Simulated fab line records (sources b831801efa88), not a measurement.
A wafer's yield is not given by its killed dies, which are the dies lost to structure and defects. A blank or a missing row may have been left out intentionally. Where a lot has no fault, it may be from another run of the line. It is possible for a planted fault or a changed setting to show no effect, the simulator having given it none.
The tool behind it: which one? :: flow sky130 :: 24 lots, 72 wafers sampled, at 4 steps of a route of 708

== WHAT EACH GAUGE READ, for each wafer ==
SKY_VIA2_THK_MEAS_23: measures by xrf.
lot: L074
measured: day 36 02:40
on: filmMetro-01
VIA2_W_THK (nm): 405 403 403

lot: L075
measured: day 36 15:23
on: filmMetro-01
VIA2_W_THK (nm): 410 407 408

lot: L076
measured: day 36 22:59
on: filmMetro-01
VIA2_W_THK (nm): 403 400 400

lot: L077
measured: day 37 03:54
on: filmMetro-03
VIA2_W_THK (nm): 409 410 409

lot: L078
measured: day 37 21:52
on: filmMetro-03
VIA2_W_THK (nm): 402 405 398

lot: L079
measured: day 38 01:46
on: filmMetro-01
VIA2_W_THK (nm): 403 411 403

lot: L080
measured: day 38 05:41
on: filmMetro-03
VIA2_W_THK (nm): 407 405 405

lot: L081
measured: day 38 17:40
on: filmMetro-02
VIA2_W_THK (nm): 411 414 405

lot: L082
measured: day 38 19:27
on: filmMetro-01
VIA2_W_THK (nm): 410 412 406

lot: L083
measured: day 39 01:16
on: filmMetro-01
VIA2_W_THK (nm): 412 407 399

lot: L084
measured: day 39 17:24
on: filmMetro-03
VIA2_W_THK (nm): 413 411 415

lot: L085
measured: day 39 18:10
on: filmMetro-02
VIA2_W_THK (nm): 405 407 406

lot: L086
measured: day 40 03:28
on: filmMetro-02
VIA2_W_THK (nm): 412 407 409

lot: L087
measured: day 40 06:44
on: filmMetro-01
VIA2_W_THK (nm): 402 406 409

lot: L088
measured: day 40 10:55
on: filmMetro-03
VIA2_W_THK (nm): 413 406 420

lot: L089
measured: day 40 18:49
on: filmMetro-02
VIA2_W_THK (nm): 409 405 407

lot: L090
measured: day 41 05:11
on: filmMetro-03
VIA2_W_THK (nm): 423 408 418

lot: L091
measured: day 41 18:34
on: filmMetro-03
VIA2_W_THK (nm): 418 412 415

lot: L092
measured: day 42 03:46
on: filmMetro-01
VIA2_W_THK (nm): 399 394 394

lot: L093
measured: day 42 06:38
on: filmMetro-01
VIA2_W_THK (nm): 395 396 395

lot: L094
measured: day 42 08:32
on: filmMetro-03
VIA2_W_THK (nm): 405 407 406

lot: L095
measured: day 42 09:15
on: filmMetro-02
VIA2_W_THK (nm): 407 411 414

lot: L096
measured: day 42 14:58
on: filmMetro-03
VIA2_W_THK (nm): 412 417 417

lot: L097
measured: day 42 18:43
on: filmMetro-01
VIA2_W_THK (nm): 395 397 407

SKY_VIA3_OVL_MEAS_13.
lot: L074
measured: day 39 10:23
on: overlay-01
VIA3_OVL (nm): -6 -1 -5

lot: L075
measured: day 39 22:52
on: overlay-02
VIA3_OVL (nm): -8 -3 -1

lot: L076
measured: day 40 04:25
on: overlay-02
VIA3_OVL (nm): 2 8 1

lot: L077
measured: day 40 10:12
on: overlay-02
VIA3_OVL (nm): -7 -8 -7

lot: L078
measured: day 41 01:46
on: overlay-02
VIA3_OVL (nm): -8 -2 -1

lot: L079
measured: day 41 06:04
on: overlay-01
VIA3_OVL (nm): 0 -2 10

lot: L080
measured: day 41 09:37
on: overlay-02
VIA3_OVL (nm): 10 2 -1

lot: L081
measured: day 41 21:53
on: overlay-01
VIA3_OVL (nm): 4 -4 13

lot: L082
measured: day 41 23:32
on: overlay-01
VIA3_OVL (nm): -2 13 12

lot: L083
measured: day 42 04:53
on: overlay-02
VIA3_OVL (nm): 1 -2 -11

lot: L084
measured: day 42 18:22
on: overlay-01
VIA3_OVL (nm): -4 1 -7

lot: L085
measured: day 42 20:52
on: overlay-02
VIA3_OVL (nm): 6 1 3

lot: L086
measured: day 43 06:28
on: overlay-01
VIA3_OVL (nm): 1 4 4

lot: L087
measured: day 43 09:28
on: overlay-02
VIA3_OVL (nm): 1 -5 1

lot: L088
measured: day 43 12:49
on: overlay-02
VIA3_OVL (nm): -4 3 7

lot: L089
measured: day 43 20:43
on: overlay-02
VIA3_OVL (nm): 14 18 13

lot: L090
measured: day 44 07:04
on: overlay-02
VIA3_OVL (nm): 6 8 3

lot: L091
measured: day 44 18:39
on: overlay-01
VIA3_OVL (nm): -1 6 1

lot: L092
measured: day 45 02:35
on: overlay-02
VIA3_OVL (nm): 8 9 0

lot: L093
measured: day 45 05:30
on: overlay-02
VIA3_OVL (nm): -1 4 -6

lot: L094
measured: day 45 08:01
on: overlay-01
VIA3_OVL (nm): -4 -4 2

lot: L095
measured: day 45 08:58
on: overlay-02
VIA3_OVL (nm): -1 6 2

lot: L096
measured: day 45 13:16
on: overlay-01
VIA3_OVL (nm): 2 4 -2

lot: L097
measured: day 45 16:01
on: overlay-02
VIA3_OVL (nm): -2 5 -1

== EACH LOT AND THE TOOL THAT RAN IT (in order: tool; ch and the chambers of the sampled wafers; start) ==
lot: L074
SKY_METAL2_ETCH_18: rieMetal-04 ch 0, day 34 22:00
SKY_VIA2_ETCH_14: rieDiel-04 ch 0,3, day 36 01:30

lot: L075
SKY_METAL2_ETCH_18: rieMetal-04 ch 0,1, day 35 11:23
SKY_VIA2_ETCH_14: rieDiel-04 ch 0,3, day 36 14:20

lot: L076
SKY_METAL2_ETCH_18: rieMetal-02 ch 0,1, day 35 18:15
SKY_VIA2_ETCH_14: rieDiel-02 ch 0,1,3, day 36 21:57

lot: L077
SKY_METAL2_ETCH_18: rieMetal-01 ch 1, day 36 00:15
SKY_VIA2_ETCH_14: rieDiel-03 ch 0,1,2, day 37 02:53

lot: L078
SKY_METAL2_ETCH_18: rieMetal-04 ch 0,1, day 36 16:53
SKY_VIA2_ETCH_14: rieDiel-02 ch 0,2,3, day 37 20:50

lot: L079
SKY_METAL2_ETCH_18: rieMetal-01 ch 0,1, day 36 22:04
SKY_VIA2_ETCH_14: rieDiel-03 ch 2,3, day 38 00:35

lot: L080
SKY_METAL2_ETCH_18: rieMetal-01 ch 0, day 37 01:10
SKY_VIA2_ETCH_14: rieDiel-03 ch 0,1,2, day 38 04:29

lot: L081
SKY_METAL2_ETCH_18: rieMetal-01 ch 0,1, day 37 13:50
SKY_VIA2_ETCH_14: rieDiel-03 ch 1,3, day 38 16:36

lot: L082
SKY_METAL2_ETCH_18: rieMetal-02 ch 0,1, day 37 15:06
SKY_VIA2_ETCH_14: rieDiel-02 ch 0,1,2, day 38 18:24

lot: L083
SKY_METAL2_ETCH_18: rieMetal-02 ch 0,1, day 37 21:14
SKY_VIA2_ETCH_14: rieDiel-02 ch 0,1,2, day 39 00:06

lot: L084
SKY_METAL2_ETCH_18: rieMetal-02 ch 0,1, day 38 14:47
SKY_VIA2_ETCH_14: rieDiel-04 ch 0,1,3, day 39 16:23

lot: L085
SKY_METAL2_ETCH_18: rieMetal-04 ch 0,1, day 38 15:19
SKY_VIA2_ETCH_14: rieDiel-02 ch 0,3, day 39 17:09

lot: L086
SKY_METAL2_ETCH_18: rieMetal-02 ch 0,1, day 39 00:41
SKY_VIA2_ETCH_14: rieDiel-03 ch 0,1,2, day 40 02:27

lot: L087
SKY_METAL2_ETCH_18: rieMetal-04 ch 0,1, day 39 04:28
SKY_VIA2_ETCH_14: rieDiel-02 ch 0,2,3, day 40 05:38

lot: L088
SKY_METAL2_ETCH_18: rieMetal-02 ch 0,1, day 39 07:54
SKY_VIA2_ETCH_14: rieDiel-04 ch 0,3, day 40 09:53

lot: L089
SKY_METAL2_ETCH_18: rieMetal-01 ch 1, day 39 17:13
SKY_VIA2_ETCH_14: rieDiel-04 ch 0,1,2, day 40 17:45

lot: L090
SKY_METAL2_ETCH_18: rieMetal-01 ch 1, day 40 01:51
SKY_VIA2_ETCH_14: rieDiel-03 ch 0,1,3, day 41 04:05

lot: L091
SKY_METAL2_ETCH_18: rieMetal-01 ch 0,1, day 40 16:34
SKY_VIA2_ETCH_14: rieDiel-04 ch 1,2,3, day 41 17:33

lot: L092
SKY_METAL2_ETCH_18: rieMetal-04 ch 0,1, day 41 00:38
SKY_VIA2_ETCH_14: rieDiel-04 ch 1,2,3, day 42 02:45

lot: L093
SKY_METAL2_ETCH_18: rieMetal-01 ch 0,1, day 41 03:32
SKY_VIA2_ETCH_14: rieDiel-04 ch 0,1,3, day 42 05:35

lot: L094
SKY_METAL2_ETCH_18: rieMetal-02 ch 0, day 41 05:38
SKY_VIA2_ETCH_14: rieDiel-04 ch 2,3, day 42 07:32

lot: L095
SKY_METAL2_ETCH_18: rieMetal-01 ch 0,1, day 41 06:29
SKY_VIA2_ETCH_14: rieDiel-02 ch 1,3, day 42 08:12

lot: L096
SKY_METAL2_ETCH_18: rieMetal-01 ch 0,1, day 41 11:47
SKY_VIA2_ETCH_14: rieDiel-03 ch 0,1,3, day 42 13:57

lot: L097
SKY_METAL2_ETCH_18: rieMetal-01 ch 0,1, day 41 16:22
SKY_VIA2_ETCH_14: rieDiel-02 ch 0,2,3, day 42 17:42
- SKY_METAL2_ETCH_18: etches BARC in N2/H2, stops on SiO2, time 45.9 s, target depth 60 nm.
- SKY_VIA2_ETCH_14: etches BARC in N2/H2, stops on SiO2, time 45.9 s, target depth 60 nm.

== WHAT THE TOOLS THEMSELVES READ (means of the sampled wafers that have a number; where no wafer has one, the mark that the record gives instead) ==
SKY_METAL2_ETCH_18.
lot: L074
tool: rieMetal-04
drypumpMotorCurrentA (A): 6.4
oesProductAu (a.u.): 0.855
throttleValvePct (%): 13.217

lot: L075
tool: rieMetal-04
drypumpMotorCurrentA (A): 6.1
oesProductAu (a.u.): 0.857
throttleValvePct (%): 13.234

lot: L076
tool: rieMetal-02
drypumpMotorCurrentA (A): 5.7
oesProductAu (a.u.): 0.854
throttleValvePct (%): 13.230

lot: L077
tool: rieMetal-01
drypumpMotorCurrentA (A): 6.6
oesProductAu (a.u.): 0.858
throttleValvePct (%): 13.228

lot: L078
tool: rieMetal-04
drypumpMotorCurrentA (A): 5.9
oesProductAu (a.u.): 0.859
throttleValvePct (%): 13.222

lot: L079
tool: rieMetal-01
drypumpMotorCurrentA (A): 6.3
oesProductAu (a.u.): 0.851
throttleValvePct (%): 13.227

lot: L080
tool: rieMetal-01
drypumpMotorCurrentA (A): 6.1
oesProductAu (a.u.): 0.851
throttleValvePct (%): 13.226

lot: L081
tool: rieMetal-01
drypumpMotorCurrentA (A): 6.4
oesProductAu (a.u.): 0.854
throttleValvePct (%): 13.220

lot: L082
tool: rieMetal-02
drypumpMotorCurrentA (A): 6.0
oesProductAu (a.u.): 0.859
throttleValvePct (%): 13.231

lot: L083
tool: rieMetal-02
drypumpMotorCurrentA (A): 5.7
oesProductAu (a.u.): 0.852
throttleValvePct (%): 13.229

lot: L084
tool: rieMetal-02
drypumpMotorCurrentA (A): 6.0
oesProductAu (a.u.): 0.856
throttleValvePct (%): 13.235

lot: L085
tool: rieMetal-04
drypumpMotorCurrentA (A): 6.1
oesProductAu (a.u.): 0.857
throttleValvePct (%): 13.222

lot: L086
tool: rieMetal-02
drypumpMotorCurrentA (A): 5.9
oesProductAu (a.u.): 0.857
throttleValvePct (%): 13.225

lot: L087
tool: rieMetal-04
drypumpMotorCurrentA (A): 6.1
oesProductAu (a.u.): 0.857
throttleValvePct (%): 13.226

lot: L088
tool: rieMetal-02
drypumpMotorCurrentA (A): 5.8
oesProductAu (a.u.): 0.862
throttleValvePct (%): 13.226

lot: L089
tool: rieMetal-01
drypumpMotorCurrentA (A): 6.6
oesProductAu (a.u.): 0.854
throttleValvePct (%): 13.235

lot: L090
tool: rieMetal-01
drypumpMotorCurrentA (A): 6.6
oesProductAu (a.u.): 0.852
throttleValvePct (%): 13.226

lot: L091
tool: rieMetal-01
drypumpMotorCurrentA (A): 6.3
oesProductAu (a.u.): 0.852
throttleValvePct (%): 13.208

lot: L092
tool: rieMetal-04
drypumpMotorCurrentA (A): 5.9
oesProductAu (a.u.): 0.854
throttleValvePct (%): 13.226

lot: L093
tool: rieMetal-01
drypumpMotorCurrentA (A): 6.4
oesProductAu (a.u.): 0.855
throttleValvePct (%): 13.230

lot: L094
tool: rieMetal-02
drypumpMotorCurrentA (A): 5.5
oesProductAu (a.u.): 0.858
throttleValvePct (%): 13.219

lot: L095
tool: rieMetal-01
drypumpMotorCurrentA (A): 6.4
oesProductAu (a.u.): 0.856
throttleValvePct (%): 13.229

lot: L096
tool: rieMetal-01
drypumpMotorCurrentA (A): 6.4
oesProductAu (a.u.): 0.851
throttleValvePct (%): 13.221

lot: L097
tool: rieMetal-01
drypumpMotorCurrentA (A): 6.5
oesProductAu (a.u.): 0.857
throttleValvePct (%): 13.223

SKY_VIA2_ETCH_14.
lot: L074
tool: rieDiel-04
drypumpMotorCurrentA (A): 5.5
oesProductAu (a.u.): 0.855
throttleValvePct (%): 13.218

lot: L075
tool: rieDiel-04
drypumpMotorCurrentA (A): 5.5
oesProductAu (a.u.): 0.853
throttleValvePct (%): 13.227

lot: L076
tool: rieDiel-02
drypumpMotorCurrentA (A): 6.0
oesProductAu (a.u.): 0.858
throttleValvePct (%): 13.218

lot: L077
tool: rieDiel-03
drypumpMotorCurrentA (A): 5.7
oesProductAu (a.u.): 0.852
throttleValvePct (%): 13.223

lot: L078
tool: rieDiel-02
drypumpMotorCurrentA (A): 6.0
oesProductAu (a.u.): 0.857
throttleValvePct (%): 13.228

lot: L079
tool: rieDiel-03
drypumpMotorCurrentA (A): 5.4
oesProductAu (a.u.): 0.853
throttleValvePct (%): 13.233

lot: L080
tool: rieDiel-03
drypumpMotorCurrentA (A): 5.7
oesProductAu (a.u.): 0.857
throttleValvePct (%): 13.221

lot: L081
tool: rieDiel-03
drypumpMotorCurrentA (A): 5.7
oesProductAu (a.u.): 0.855
throttleValvePct (%): 13.222

lot: L082
tool: rieDiel-02
drypumpMotorCurrentA (A): 6.1
oesProductAu (a.u.): 0.849
throttleValvePct (%): 13.225

lot: L083
tool: rieDiel-02
drypumpMotorCurrentA (A): 6.1
oesProductAu (a.u.): 0.857
throttleValvePct (%): 13.226

lot: L084
tool: rieDiel-04
drypumpMotorCurrentA (A): 5.5
oesProductAu (a.u.): 0.859
throttleValvePct (%): 13.219

lot: L085
tool: rieDiel-02
drypumpMotorCurrentA (A): 6.0
oesProductAu (a.u.): 0.854
throttleValvePct (%): 13.225

lot: L086
tool: rieDiel-03
drypumpMotorCurrentA (A): 5.6
oesProductAu (a.u.): 0.856
throttleValvePct (%): 13.229

lot: L087
tool: rieDiel-02
drypumpMotorCurrentA (A): 6.1
oesProductAu (a.u.): 0.853
throttleValvePct (%): 13.226

lot: L088
tool: rieDiel-04
drypumpMotorCurrentA (A): 5.5
oesProductAu (a.u.): 0.850
throttleValvePct (%): 13.228

lot: L089
tool: rieDiel-04
drypumpMotorCurrentA (A): 5.3
oesProductAu (a.u.): 0.856
throttleValvePct (%): 13.225

lot: L090
tool: rieDiel-03
drypumpMotorCurrentA (A): 5.8
oesProductAu (a.u.): 0.851
throttleValvePct (%): 13.224

lot: L091
tool: rieDiel-04
drypumpMotorCurrentA (A): 5.3
oesProductAu (a.u.): 0.855
throttleValvePct (%): 13.221

lot: L092
tool: rieDiel-04
drypumpMotorCurrentA (A): 5.3
oesProductAu (a.u.): 0.852
throttleValvePct (%): 13.219

lot: L093
tool: rieDiel-04
drypumpMotorCurrentA (A): 5.4
oesProductAu (a.u.): 0.857
throttleValvePct (%): 13.225

lot: L094
tool: rieDiel-04
drypumpMotorCurrentA (A): 5.3
oesProductAu (a.u.): 0.858
throttleValvePct (%): 13.226

lot: L095
tool: rieDiel-02
drypumpMotorCurrentA (A): 6.1
oesProductAu (a.u.): 0.855
throttleValvePct (%): 13.223

lot: L096
tool: rieDiel-03
drypumpMotorCurrentA (A): 5.8
oesProductAu (a.u.): 0.857
throttleValvePct (%): 13.232

lot: L097
tool: rieDiel-02
drypumpMotorCurrentA (A): 6.0
oesProductAu (a.u.): 0.859
throttleValvePct (%): 13.230

== THE ANSWER, worked out from the rows above alone ==
Rule: the usual values come from the lots themselves. Put in order of their means at a reading, lots are off if they are a third of the lots or fewer, leave a main group of 4 or more, and stand apart from it by a gap of 3 or more times the standard deviation of the main group's means; of several such gaps the widest counts. The tables above print the reading to a certain number of digits; a main group whose means all agree to those digits is not used. A lot without any number at a reading at which 4 lots or more have one is off too. The other lots that the step has rows for count as sound. The gauges are gone through in route order, then the tools' own readings, and for those a lot's mean is taken as printed above. At the first step where some lot is off, the reading lying furthest off is the one used; lots without a number count as furthest.
No lot is off on any of the readings shown, so nothing can be concluded from this.

== WHAT WAS PUT IN BY THE SIMULATOR ==
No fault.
